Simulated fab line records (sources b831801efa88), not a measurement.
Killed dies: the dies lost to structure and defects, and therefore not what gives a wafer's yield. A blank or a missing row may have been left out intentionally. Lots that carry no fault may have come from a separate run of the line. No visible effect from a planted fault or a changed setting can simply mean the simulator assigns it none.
fab line records	flow sky130
record: lots: 24	wafers: 72	last-day: 50
route steps=708 shown CONTACT@431 METAL1@452 VIA1@460 METAL2@498 VIA2@528
lots that met no fault: from a run of the same line without faults
start-h: hours from the record's opening day to when the first of the lot's shown wafers began	wait-h: time in hours since the lot's previous step	" identical to the entry in the row above	L1.1+2: a single row standing in for several wafers	- either no value or no given start	* or withheld: withheld	< > ~ a bound
route shown NAME@n: a module of which the file shows steps, and the number in the route of the first	usual: the fault-free wafers' mean and standard deviation	same: alike in all rows	chamber/n: place in a boat	sites: the reading at each site	_std_site: their standard deviation	_edge_site: the outer-site mean with the inner-site mean subtracted	radius-mm: how far each site lies from the wafer's centre	mask NAME#n: copy n	behind: the tool/chamber that last shaped the wafer	hold: why the lot went on hold/how many hours it stayed there/how the hold came to an end	device: names the non-switching transistor (n, p or np)	end of line: the same wafers' tests at the end of the route	where a step has no rows: the recipe by itself	killed: the dies lost at the first sort to structure and to defects; this is not the yield of the wafer	map: a wafer's dies, x killed, . not, _ none there
set.NAME: the setting that was run; set.NAME@STEP: the one run at that earlier step	model.NAME: the simulator's own value behind a step, which no gauge read
one table for each step of the route and one row for each wafer, over a sample of lots
services: when a tool's chamber went out of use (start-h, in hours from the record's first day, below 0 if earlier), for how many hours, and the reason
== steps ==
step: SKY_CONTACT_RS_MEAS_25
recipe: thk-meas-gauge: four-point-probe	reads: W_of_CONTACT_CVD_24+TiN_of_CONTACT_SPUTTER_23
usual: CONTACT_W_RS: 0.339/0.0045
lot.wafer	tool	chamber	start-h	wait-h	CONTACT_W_RS[ohm/sq]
L074.1	film-metro-04	-	736.94	0.1	0.336
L074.2	"	-	"	"	0.339
L074.3	"	-	"	"	0.337
L075.3	film-metro-04	-	757.76	0.1	0.340
L075.4	"	-	"	"	0.339
L075.5	"	-	"	"	0.343
L076.1	film-metro-04	-	764.22	0.1	0.329
L076.2	"	-	"	"	0.331
L076.4	"	-	"	"	0.329
L077.4	film-metro-04	-	766.97	0.1	0.345
L077.5	"	-	"	"	0.344
L077.6	"	-	"	"	0.346
L078.1	film-metro-04	-	774.82	0.1	0.335
L078.2	"	-	"	"	0.338
L078.4	"	-	"	"	0.338
L079.2	film-metro-04	-	784.74	0.1	0.332
L079.4	"	-	"	"	0.328
L079.6	"	-	"	"	0.333
L080.1	film-metro-04	-	787.92	0.1	0.339
L080.3	"	-	"	"	0.340
L080.4	"	-	"	"	0.336
L081.2	film-metro-03	-	798.74	0.1	0.337
L081.5	"	-	"	"	0.338
L081.6	"	-	"	"	0.334
L082.2	film-metro-03	-	811.80	0.2	0.342
L082.3	"	-	"	"	0.345
L082.6	"	-	"	"	0.344
L083.1	film-metro-03	-	812.87	0.2	0.338
L083.4	"	-	"	"	0.344
L083.5	"	-	"	"	0.342
L084.1	film-metro-01	-	820.41	0.1	0.341
L084.4	"	-	"	"	0.345
L084.6	"	-	"	"	0.335
L085.1	film-metro-03	-	830.42	0.1	0.347
L085.3	"	-	"	"	0.341
L085.6	"	-	"	"	0.346
L086.2	film-metro-03	-	837.36	0.1	0.343
L086.5	"	-	"	"	0.343
L086.6	"	-	"	"	0.337
L087.2	film-metro-04	-	843.04	0.1	0.342
L087.4	"	-	"	"	0.334
L087.5	"	-	"	"	0.342
L088.1	film-metro-03	-	850.22	0.1	0.348
L088.3	"	-	"	"	0.343
L088.4	"	-	"	"	0.342
L089.2	film-metro-03	-	862.72	0.1	0.337
L089.3	"	-	"	"	0.339
L089.4	"	-	"	"	0.340
L090.3	film-metro-03	-	866.21	0.1	0.339
L090.5	"	-	"	"	0.341
L090.6	"	-	"	"	0.340
L091.2	film-metro-04	-	871.18	0.1	0.336
L091.4	"	-	"	"	0.341
L091.5	"	-	"	"	0.339
L092.1	film-metro-03	-	876.45	0.1	0.340
L092.2	"	-	"	"	0.336
L092.4	"	-	"	"	0.335
L093.2	film-metro-03	-	880.00	0.1	0.345
L093.3	"	-	"	"	0.344
L093.5	"	-	"	"	0.344
L094.1	film-metro-04	-	887.81	0.1	0.340
L094.2	"	-	"	"	0.336
L094.6	"	-	"	"	0.346
L095.1	film-metro-04	-	893.48	0.1	0.343
L095.2	"	-	"	"	0.338
L095.3	"	-	"	"	0.343
L096.3	film-metro-01	-	898.67	0.1	0.339
L096.4	"	-	"	"	0.333
L096.5	"	-	"	"	0.330
L097.3	film-metro-04	-	908.51	0.1	0.341
L097.4	"	-	"	"	0.340
L097.5	"	-	"	"	0.339
step: SKY_METAL1_ETCH_18
recipe: chemistry: N2/H2	target: BARC	ion-energy-ev: 200	bias-w: 100	pressure-mtorr: 30	n2-flow-sccm: 100	h2-flow-sccm: 200	icp-w: 500	stop-on: SiO2	time-s: 45.9	target-depth-a: 600
usual: drypump-motor-current-A: 5.5/0.48	oes-product-au: 0.854/0.0048	throttle-valve-pct: 13.226/0.0097
lot.wafer	tool	chamber	start-h	wait-h	drypump-motor-current-A	oes-product-au	rf-hours-counter-h	throttle-valve-pct
L074.1	rie-metal-02	1	765.80	0.0	5.3	0.840	15	13.221
L074.2	"	0	"	"	6.3	0.855	9	13.227
L074.3	"	1	"	"	5.3	0.852	-	13.209
L075.3	rie-metal-02	1	784.68	0.0	5.3	0.854	-	13.221
L075.4	"	0	"	"	6.4	0.855	-	13.220
L075.5	"	0	"	"	6.4	0.856	-	13.231
L076.1	rie-metal-02	1	791.45	0.0	5.3	0.847	15	13.238
L076.2	"	0	"	"	6.3	0.858	9	13.246
L076.4	"	0	"	"	6.3	0.851	-	13.229
L077.4	rie-metal-04	0	794.77	0.0	5.5	0.850	-	13.232
L077.5	"	0	"	"	5.6	0.845	-	13.225
L077.6	"	1	"	"	4.9	0.847	-	13.223
L078.1	rie-metal-04	1	802.55	0.0	4.9	0.852	9	13.224
L078.2	"	0	"	"	5.6	0.849	11	13.236
L078.4	"	0	"	"	5.6	0.854	-	13.231
L079.2	rie-metal-04	1	812.24	0.0	5.0	0.854	9	13.230
L079.4	"	1	"	"	5.0	0.860	-	13.233
L079.6	"	1	"	"	5.0	0.861	-	13.225
L080.1	rie-metal-02	0	814.95	0.0	6.3	0.854	11	13.240
L080.3	"	1	"	"	5.3	0.855	-	13.219
L080.4	"	0	"	"	6.3	0.853	-	13.197
L081.2	rie-metal-04	0	825.99	0.0	5.6	0.848	12	13.235
L081.5	"	0	"	"	5.6	0.847	-	13.199
L081.6	"	1	"	"	5.0	0.849	-	13.229
L082.2	rie-metal-02	1	838.79	0.0	5.3	0.860	1	13.218
L082.3	"	1	"	"	5.3	0.852	-	13.221
L082.6	"	0	"	"	6.4	0.860	-	13.239
L083.1	rie-metal-03	1	839.75	0.0	6.0	0.857	14	13.219
L083.4	"	0	"	"	5.2	0.852	-	13.232
L083.5	"	0	"	"	5.1	0.844	-	13.216
L084.1	rie-metal-03	0	847.40	0.0	5.2	0.852	8	13.238
L084.4	"	0	"	"	5.2	0.854	-	13.230
L084.6	"	0	"	"	5.2	0.843	-	13.236
L085.1	rie-metal-03	1	856.55	0.0	6.0	0.855	15	13.223
L085.3	"	0	"	"	5.2	0.850	-	13.211
L085.6	"	0	"	"	5.2	0.851	-	13.225
L086.2	rie-metal-04	0	862.65	0.1	5.6	0.854	-	13.216
L086.5	"	0	"	"	5.6	0.864	-	13.223
L086.6	"	0	"	"	5.6	0.855	-	13.231
L087.2	rie-metal-02	1	869.54	0.0	5.3	0.860	2	13.230
L087.4	"	1	"	"	5.3	0.866	-	13.228
L087.5	"	0	"	"	6.3	0.853	-	13.222
L088.1	rie-metal-03	0	876.52	0.1	5.2	0.853	9	13.241
L088.3	"	0	"	"	5.2	0.855	-	13.241
L088.4	"	0	"	"	5.2	0.857	-	13.216
L089.2	rie-metal-02	1	888.49	0.0	5.3	0.856	3	13.219
L089.3	"	1	"	"	5.3	0.855	-	13.231
L089.4	"	0	"	"	6.3	0.848	-	13.214
L090.3	rie-metal-02	1	891.81	0.0	5.3	0.862	-	13.236
L090.5	"	1	"	"	5.3	0.857	-	13.220
L090.6	"	0	"	"	6.3	0.860	-	13.226
L091.2	rie-metal-03	0	897.36	0.1	5.2	0.859	-	13.227
L091.4	"	0	"	"	5.2	0.851	-	13.248
L091.5	"	0	"	"	5.2	0.858	-	13.231
L092.1	rie-metal-04	0	902.39	0.0	5.6	0.861	17	13.245
L092.2	"	1	"	"	4.9	0.855	12	13.223
L092.4	"	0	"	"	5.6	0.855	-	13.242
L093.2	rie-metal-04	0	905.45	0.0	5.6	0.856	17	13.213
L093.3	"	0	"	"	5.6	0.851	-	13.238
L093.5	"	0	"	"	5.6	0.852	-	13.219
L094.1	rie-metal-04	0	913.50	0.0	5.6	0.858	17	13.217
L094.2	"	1	"	"	5.0	0.859	12	13.237
L094.6	"	1	"	"	5.0	0.867	-	13.211
L095.1	rie-metal-02	0	919.15	0.0	6.3	0.855	15	13.218
L095.2	"	1	"	"	5.3	0.845	4	13.217
L095.3	"	0	"	"	6.3	0.854	-	13.242
L096.3	rie-metal-04	1	924.97	0.0	5.0	0.852	-	13.231
L096.4	"	0	"	"	5.6	0.856	-	13.213
L096.5	"	1	"	"	4.9	0.853	-	13.231
L097.3	rie-metal-03	0	934.56	0.0	5.2	0.856	-	13.222
L097.4	"	1	"	"	6.0	0.855	-	13.219
L097.5	"	0	"	"	5.2	0.858	-	13.234
step: SKY_VIA1_CMP_02
recipe: material: SiO2	down-force-psi: 4	platen-rpm: 60	pad-velocity-m-s: 0.94248
usual: motor-current-A: 12.2/0.94
lot.wafer	tool	chamber	start-h	wait-h	motor-current-A
L074.3	cmp-01	1	766.72	0.0	12.6
L074.2	"	3	"	"	12.9
L074.1	"	0	"	"	13.0
L075.3	cmp-02	0	785.60	0.0	10.2
L075.4	"	2	"	"	11.5
L075.5	"	1	"	"	12.2
L076.2	cmp-02	0	792.37	0.0	10.1
L076.1	"	2	"	"	12.0
L076.4	"	3	"	"	11.9
L077.4	cmp-01	3	795.68	0.0	12.4
L077.6	"	3	"	"	12.7
L077.5	"	0	"	"	12.3
L078.2	cmp-01	0	803.48	0.0	13.2
L078.4	"	2	"	"	12.5
L078.1	"	3	"	"	12.6
L079.4	cmp-01	2	813.40	0.2	12.6
L079.2	"	0	"	"	13.1
L079.6	"	1	"	"	12.6
L080.1	cmp-01	0	815.90	0.1	12.6
L080.4	"	1	"	"	13.2
L080.3	"	3	"	"	12.9
L081.2	cmp-01	0	827.06	0.2	13.0
L081.6	"	1	"	"	12.2
L081.5	"	2	"	"	13.3
L082.3	cmp-01	2	839.75	0.0	13.2
L082.2	"	3	"	"	13.2
L082.6	"	2	"	"	12.7
L083.1	cmp-02	2	840.73	0.1	11.5
L083.4	"	0	"	"	9.9
L083.5	"	1	"	"	12.6
L084.4	cmp-01	3	848.42	0.1	12.9
L084.1	"	0	"	"	13.2
L084.6	"	1	"	"	12.6
L085.1	cmp-01	1	857.57	0.1	12.4
L085.3	"	2	"	"	13.0
L085.6	"	3	"	"	12.6
L086.2	cmp-02	2	863.85	0.2	11.7
L086.5	"	3	"	"	11.6
L086.6	"	0	"	"	9.9
L087.2	cmp-01	1	870.62	0.1	12.0
L087.4	"	2	"	"	12.6
L087.5	"	3	"	"	12.1
L088.3	cmp-02	1	877.64	0.1	12.1
L088.1	"	2	"	"	11.3
L088.4	"	3	"	"	12.1
L089.2	cmp-02	2	889.42	0.0	11.7
L089.3	"	3	"	"	11.5
L089.4	"	0	"	"	10.1
L090.3	cmp-02	3	892.77	0.1	12.4
L090.6	"	2	"	"	11.4
L090.5	"	3	"	"	11.9
L091.4	cmp-01	0	898.49	0.1	12.6
L091.2	"	2	"	"	12.2
L091.5	"	0	"	"	12.7
L092.2	cmp-02	3	903.31	0.0	11.9
L092.4	"	0	"	"	9.5
L092.1	"	2	"	"	11.4
L093.3	cmp-01	2	906.37	0.0	12.9
L093.2	"	0	"	"	13.2
L093.5	"	2	"	"	13.6
L094.2	cmp-02	1	914.52	0.1	11.6
L094.1	"	2	"	"	11.3
L094.6	"	0	"	"	10.5
L095.2	cmp-01	2	920.07	0.0	13.2
L095.1	"	3	"	"	13.2
L095.3	"	0	"	"	12.5
L096.3	cmp-02	2	925.97	0.1	11.8
L096.4	"	3	"	"	12.0
L096.5	"	1	"	"	12.4
L097.3	cmp-02	2	935.50	0.0	11.8
L097.4	"	3	"	"	12.2
L097.5	"	3	"	"	12.1
step: SKY_METAL2_CD_MEAS_15
recipe: target-cd-nm: 140
usual: cd-nm: 140.1/1.5
lot.wafer	tool	chamber	start-h	wait-h	cd-nm
L074.1	cd-sem-01	-	821.52	-	142.8
L074.2	"	-	"	"	141.3
L074.3	"	-	"	"	141.7
L075.3	cd-sem-02	-	841.44	-	141.4
L075.4	"	-	"	"	139.6
L075.5	"	-	"	"	140.8
L076.1	cd-sem-01	-	846.82	-	141.5
L076.2	"	-	"	"	143.8
L076.4	"	-	"	"	144.0
L077.4	cd-sem-02	-	849.47	-	139.9
L077.5	"	-	"	"	138.9
L077.6	"	-	"	"	140.1
L078.1	cd-sem-01	-	856.71	-	141.1
L078.2	"	-	"	"	141.2
L078.4	"	-	"	"	140.7
L079.2	cd-sem-01	-	866.73	-	142.4
L079.4	"	-	"	"	142.6
L079.6	"	-	"	"	142.6
L080.1	cd-sem-01	-	869.48	-	138.4
L080.3	"	-	"	"	138.6
L080.4	"	-	"	"	137.8
L081.2	cd-sem-02	-	881.18	-	141.1
L081.5	"	-	"	"	141.9
L081.6	"	-	"	"	140.5
L082.2	cd-sem-02	-	892.58	-	140.0
L082.3	"	-	"	"	139.9
L082.6	"	-	"	"	141.2
L083.1	cd-sem-02	-	892.91	-	141.3
L083.4	"	-	"	"	142.4
L083.5	"	-	"	"	140.9
L084.1	cd-sem-01	-	900.91	-	141.1
L084.4	"	-	"	"	139.1
L084.6	"	-	"	"	139.5
L085.1	cd-sem-02	-	909.62	-	141.4
L085.3	"	-	"	"	143.0
L085.6	"	-	"	"	141.9
L086.2	cd-sem-02	-	915.99	-	139.4
L086.5	"	-	"	"	141.4
L086.6	"	-	"	"	138.4
L087.2	cd-sem-01	-	922.34	-	139.6
L087.4	"	-	"	"	140.2
L087.5	"	-	"	"	140.3
L088.1	cd-sem-02	-	929.91	-	138.6
L088.3	"	-	"	"	136.4
L088.4	"	-	"	"	138.1
L089.2	cd-sem-02	-	941.03	-	138.3
L089.3	"	-	"	"	139.3
L089.4	"	-	"	"	138.8
L090.3	cd-sem-01	-	944.81	-	140.5
L090.5	"	-	"	"	138.1
L090.6	"	-	"	"	139.9
L091.2	cd-sem-01	-	950.94	-	139.7
L091.4	"	-	"	"	140.3
L091.5	"	-	"	"	139.7
L092.1	cd-sem-02	-	956.22	-	137.0
L092.2	"	-	"	"	137.3
L092.4	"	-	"	"	138.1
L093.2	cd-sem-01	-	958.69	-	139.0
L093.3	"	-	"	"	139.1
L093.5	"	-	"	"	139.2
L094.1	cd-sem-02	-	966.27	-	139.3
L094.2	"	-	"	"	140.3
L094.6	"	-	"	"	137.9
L095.1	cd-sem-02	-	972.06	-	139.4
L095.2	"	-	"	"	139.3
L095.3	"	-	"	"	139.9
L096.3	cd-sem-02	-	978.31	-	140.9
L096.4	"	-	"	"	140.3
L096.5	"	-	"	"	139.6
L097.3	cd-sem-01	-	987.31	-	138.8
L097.4	"	-	"	"	137.5
L097.5	"	-	"	"	139.6
step: SKY_VIA2_CVD_21
recipe: material: W	target-thk-nm: 420	time-s: 126.4	temp-c: 400	pressure-torr: 40
usual: heater-power-w: 887/55
lot.wafer	tool	chamber	start-h	wait-h	heater-power-w	since-wet-clean-h
L074.1	cvd-w-01	0	849.73	0.0	826	946
L074.2	"	1	"	"	897	946
L074.3	"	0	"	"	832	-
L075.3	cvd-w-02	1	869.11	0.1	975	-
L075.4	"	0	"	"	910	-
L075.5	"	1	"	"	971	-
L076.1	cvd-w-01	0	875.14	0.0	856	971
L076.2	"	1	"	"	896	971
L076.4	"	0	"	"	833	-
L077.4	cvd-w-02	0	877.26	0.1	881	-
L077.5	"	0	"	"	912	-
L077.6	"	1	"	"	963	-
L078.1	cvd-w-01	1	884.44	0.0	907	980
L078.2	"	0	"	"	836	980
L078.4	"	1	"	"	877	-
L079.2	cvd-w-01	1	895.07	0.0	883	991
L079.4	"	1	"	"	879	-
L079.6	"	0	"	"	822	-
L080.1	cvd-w-01	0	897.03	0.0	857	993
L080.3	"	1	"	"	875	-
L080.4	"	0	"	"	837	-
L081.2	cvd-w-02	1	908.99	0.0	978	505
L081.5	"	1	"	"	970	-
L081.6	"	0	"	"	886	-
L082.2	cvd-w-01	1	920.02	0.0	845	2
L082.3	"	1	"	"	843	-
L082.6	"	0	"	"	818	-
L083.1	cvd-w-02	1	920.33	0.0	1008	516
L083.4	"	1	"	"	1002	-
L083.5	"	0	"	"	878	-
L084.1	cvd-w-02	1	928.48	0.0	991	524
L084.4	"	1	"	"	965	-
L084.6	"	0	"	"	886	-
L085.1	cvd-w-02	1	936.87	0.0	974	533
L085.3	"	1	"	"	999	-
L085.6	"	0	"	"	887	-
L086.2	cvd-w-02	1	944.09	0.0	958	540
L086.5	"	0	"	"	893	-
L086.6	"	1	"	"	951	-
L087.2	cvd-w-01	0	949.87	0.0	831	32
L087.4	"	0	"	"	834	-
L087.5	"	1	"	"	850	-
L088.1	cvd-w-02	0	958.04	0.0	895	554
L088.3	"	0	"	"	887	-
L088.4	"	1	"	"	978	-
L089.2	cvd-w-01	0	969.04	0.0	838	51
L089.3	"	1	"	"	835	-
L089.4	"	0	"	"	838	-
L090.3	cvd-w-01	1	972.57	0.1	849	-
L090.5	"	1	"	"	850	-
L090.6	"	0	"	"	845	-
L091.2	cvd-w-01	1	977.91	0.0	844	60
L091.4	"	0	"	"	867	-
L091.5	"	0	"	"	814	-
L092.1	cvd-w-02	1	983.13	0.0	960	579
L092.2	"	0	"	"	886	579
L092.4	"	0	"	"	898	-
L093.2	cvd-w-01	1	985.77	0.0	851	68
L093.3	"	0	"	"	836	-
L093.5	"	1	"	"	829	-
L094.1	cvd-w-01	1	993.04	0.0	846	75
L094.2	"	0	"	"	833	75
L094.6	"	0	"	"	853	-
L095.1	cvd-w-01	1	998.23	0.0	826	80
L095.2	"	0	"	"	823	80
L095.3	"	1	"	"	845	-
L096.3	cvd-w-02	1	1003.63	0.1	995	-
L096.4	"	0	"	"	900	-
L096.5	"	0	"	"	891	-
L097.3	cvd-w-02	1	1012.98	0.1	984	-
L097.4	"	0	"	"	913	-
L097.5	"	1	"	"	989	-
step: SKY_VIA2_CMP_24
recipe: stop-on: SiO2	t-overpolish-s: 20	down-force-psi: 3.5	platen-rpm: 60	target-thk-nm: 0	pad-velocity-m-s: 0.94248
usual: motor-current-A: 11.1/0.91	overpolish-run-s: 20.000/0.0084	time-to-endpoint-s: 103/3.7
lot.wafer	tool	chamber	start-h	wait-h	motor-current-A	overpolish-run-s	time-to-endpoint-s
L074.3	cmp-01	0	850.04	0.0	11.4	19.987	103
L074.1	"	1	"	"	11.8	19.994	98
L074.2	"	3	"	"	11.7	20.001	103
L075.3	cmp-02	1	869.48	0.1	12.0	19.998	101
L075.4	"	2	"	"	10.5	19.998	107
L075.5	"	0	"	"	9.5	20.008	105
L076.4	cmp-01	2	875.45	0.0	11.1	20.000	98
L076.1	"	3	"	"	12.2	19.990	103
L076.2	"	0	"	"	11.9	19.990	101
L077.4	cmp-01	1	877.58	0.1	11.5	20.001	100
L077.6	"	0	"	"	12.1	20.012	105
L077.5	"	1	"	"	11.6	20.003	99
L078.2	cmp-01	3	884.80	0.1	11.9	19.984	98
L078.1	"	0	"	"	11.8	20.001	102
L078.4	"	1	"	"	11.1	19.994	96
L079.2	cmp-02	1	895.43	0.1	11.4	19.997	98
L079.4	"	3	"	"	10.8	19.992	105
L079.6	"	0	"	"	9.2	19.997	101
L080.1	cmp-01	2	897.34	0.1	12.0	19.996	105
L080.4	"	3	"	"	12.6	19.985	111
L080.3	"	1	"	"	11.8	19.990	101
L081.2	cmp-02	1	909.30	0.0	11.7	20.006	101
L081.6	"	1	"	"	11.3	19.999	100
L081.5	"	2	"	"	10.3	19.990	109
L082.3	cmp-02	3	920.43	0.1	10.6	19.980	100
L082.2	"	0	"	"	9.4	20.009	102
L082.6	"	2	"	"	10.8	20.021	103
L083.1	cmp-01	2	920.69	0.1	12.0	19.996	100
L083.4	"	3	"	"	12.4	19.988	97
L083.5	"	2	"	"	11.2	19.994	100
L084.1	cmp-02	2	928.83	0.1	10.7	20.000	103
L084.4	"	0	"	"	9.6	20.015	104
L084.6	"	2	"	"	10.5	19.995	104
L085.1	cmp-02	2	937.28	0.1	10.8	19.992	103
L085.3	"	3	"	"	11.0	20.007	100
L085.6	"	0	"	"	9.1	19.984	105
L086.2	cmp-02	3	944.57	0.2	11.0	19.996	103
L086.5	"	2	"	"	10.5	20.001	104
L086.6	"	3	"	"	10.5	20.006	107
L087.4	cmp-01	0	950.18	0.0	11.7	20.002	106
L087.2	"	2	"	"	12.4	20.006	103
L087.5	"	0	"	"	11.6	20.005	107
L088.4	cmp-02	2	958.35	0.0	10.5	20.015	108
L088.3	"	3	"	"	11.0	19.999	111
L088.1	"	0	"	"	8.8	19.991	111
L089.2	cmp-01	3	969.35	0.0	11.3	19.993	103
L089.3	"	1	"	"	11.5	19.999	104
L089.4	"	2	"	"	11.6	20.002	101
L090.3	cmp-02	3	972.99	0.2	11.1	20.002	98
L090.5	"	0	"	"	8.9	19.994	102
L090.6	"	1	"	"	11.2	19.984	95
L091.4	cmp-02	0	978.27	0.1	9.0	20.006	106
L091.2	"	2	"	"	10.7	20.001	103
L091.5	"	0	"	"	9.2	20.006	105
L092.2	cmp-02	2	983.49	0.1	11.2	20.003	104
L092.1	"	3	"	"	11.4	20.006	100
L092.4	"	0	"	"	9.0	19.992	103
L093.3	cmp-01	2	986.14	0.1	11.4	19.996	107
L093.2	"	0	"	"	11.8	19.987	107
L093.5	"	2	"	"	11.9	19.996	105
L094.2	cmp-01	0	993.35	0.0	12.0	19.993	104
L094.1	"	2	"	"	11.7	20.008	105
L094.6	"	0	"	"	11.8	20.000	103
L095.1	cmp-02	2	998.54	0.1	10.5	20.001	102
L095.3	"	0	"	"	9.2	19.992	105
L095.2	"	1	"	"	11.4	20.006	102
L096.4	cmp-01	3	1003.89	0.0	11.5	20.003	108
L096.3	"	1	"	"	11.5	20.003	106
L096.5	"	0	"	"	11.7	20.000	109
L097.3	cmp-02	3	1013.24	0.0	10.4	20.006	103
L097.4	"	0	"	"	9.2	20.001	101
L097.5	"	3	"	"	11.2	20.006	102
== services ==
tool	chamber	start-h	hours	kind
cmp-02	-	744.00	4.0	pm
cvd-w-02	-	753.15	2.8	pm
cmp-01	-	776.98	1.4	repair
cmp-01	-	781.02	13.4	pm
rie-metal-02	-	781.20	1.6	repair
cmp-02	-	799.76	2.8	repair
cmp-02	-	800.13	14.2	repair
cvd-w-02	1	805.65	18.0	repair
cmp-02	-	808.29	1.1	repair
cmp-02	-	809.55	0.8	repair
rie-metal-02	0	816.46	21.5	repair
cmp-01	-	839.10	0.3	repair
rie-metal-04	1	846.61	29.5	repair
cvd-w-02	0	851.43	2.2	repair
cvd-w-01	-	904.00	14.0	pm
cmp-01	-	912.00	4.0	pm
cmp-02	-	920.80	0.6	repair
cmp-01	-	937.08	5.6	pm
rie-metal-04	-	937.24	2.8	pm
cmp-02	-	943.39	1.1	repair
cmp-01	-	955.42	5.7	pm
cmp-02	-	966.38	3.9	repair
cmp-02	-	985.58	12.6	repair
cvd-w-02	1	986.77	12.8	repair
== key ==
fault none
